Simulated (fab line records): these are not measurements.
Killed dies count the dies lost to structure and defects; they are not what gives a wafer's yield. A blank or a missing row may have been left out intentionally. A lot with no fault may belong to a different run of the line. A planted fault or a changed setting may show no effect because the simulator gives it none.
Code-filled problem report in 8D (eight disciplines) form -- flow sky130 -- the parts of the form that need people (team, actions taken, sign-off) are left out

## 1. PROBLEM STATEMENT
Mean SONOS_ONO_OXIDATION_THK at SKY_SONOS_ONO_THK_MEAS_01: 2.96 nm over 6 wafers in 2 lots; fault-free wafers: 2.57 nm, standard deviation 0.052. Relative to the usual mean, that is a shift of +7.6 standard deviations.
Earliest sighting: wafer L725.1 on film metro-02 at day 18 06:33. Wafers with a number at this step in the record: 36, from 12 lots. Rule for "out" (also "out of limits"): further than 4 standard deviations from the usual mean. The rest of the wafers with a number are treated as sound.

## 2. WHAT IT IS, WHAT IT ISN'T
question,is,is not
which readings at this step,SONOS_ONO_OXIDATION_THK,-
which lots,"L725, L726","L707, L708, L709, L710, L712, L715, L716, L721, L722, L728"
which wafers of those lots,all that have a number,-
read on which gauges,"film metro-01, film metro-02",film metro-03
when,from day 18 06:33,up to then (27 sound wafers); but 3 sound wafers of L728 came after

## 3. WHAT RULES OUT EACH SUSPECT
Counting: any tool at a process step up to the reading is kept as a suspect provided that every lot that is out went through it and no sound lot did after the first of them.
- ruled out: the gauge at SKY_SONOS_ONO_THK_MEAS_01. The wafers that are out were read on 2 gauges (film metro-01, film metro-02).
- furnace-02 at SKY_SONOS_ONO_OXIDATION_00 (stabilise 600 s, purge 300 s, target thk 2.6 nm): kept. It processed each lot that is out, first L725 at day 18 05:12, and no sound lot thereafter; up to then, the last sound lot it processed was L722 at day 17 11:30. Its own spike tc bottom C, spike tc centre C, spike tc lower C, spike tc upper C readings are out on those wafers.
The count leaves furnace-02 at SKY_SONOS_ONO_OXIDATION_00.

## 4. THE CAUSE (what the simulator had put in)
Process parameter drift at SKY_SONOS_ONO_OXIDATION_00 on furnace-02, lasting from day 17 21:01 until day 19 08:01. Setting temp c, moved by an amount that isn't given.
After counting, this tool was the only one left.

## 5. SEQUENCE OF EFFECTS, ordered by route
Rows list readings where the struck wafers' mean (over those with a number) sits beyond 3 standard deviations from the usual. Only readings whose record carries a usual standard deviation are examined. hours: median over the lots of the time between each lot's start at the first step of this table that gives one and its start at this step. sigmas: the change, counted in usual standard deviations.
hours,step,reading,usual,on struck wafers,change,sigmas
0,SKY_SONOS_ONO_OXIDATION_00,spike tc bottom C,818.0 C,832.2,+14.2,+4.7
0,SKY_SONOS_ONO_OXIDATION_00,spike tc centre C,801.8 C,812.2,+10.4,+9.5
0,SKY_SONOS_ONO_OXIDATION_00,spike tc lower C,799.3 C,810.7,+11.4,+7.6
0,SKY_SONOS_ONO_OXIDATION_00,spike tc upper C,800.7 C,811.8,+11.1,+9.3
1,SKY_SONOS_ONO_THK_MEAS_01,SONOS_ONO_OXIDATION_THK,2.57 nm,2.96,+0.40,+7.6
It contains these process steps:
- SKY_SONOS_ONO_OXIDATION_00: stabilise 600 s, purge 300 s, target thk 2.6 nm.
At these later measuring or inspecting steps, every struck wafer for which the step has a row has a number for every such reading, and none has moved that far: SKY_SONOS_ONO_CD_MEAS_13, SKY_LI_CONTACT_BOW_MEAS_03, SKY_METAL1_CD_MEAS_15.

## 6. HOW IT WOULD HAVE BEEN CAUGHT EARLIER
The first out-of-limits reading at a measuring or inspecting step in this record came at day 18 06:33, 10 hours after the fault's start at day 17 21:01.
At SKY_SONOS_ONO_OXIDATION_00, the tool's own readings (spike tc bottom C, spike tc centre C, spike tc lower C, spike tc upper C) were out on each struck wafer the step has a row for, so an alarm limit on them would have fired on the first such wafer.
Each of the lots that are out, 2 in all, had begun SKY_SONOS_ONO_OXIDATION_00 on furnace-02 no later than day 18 06:33. None of them would have been spared by holding the tool at that moment.
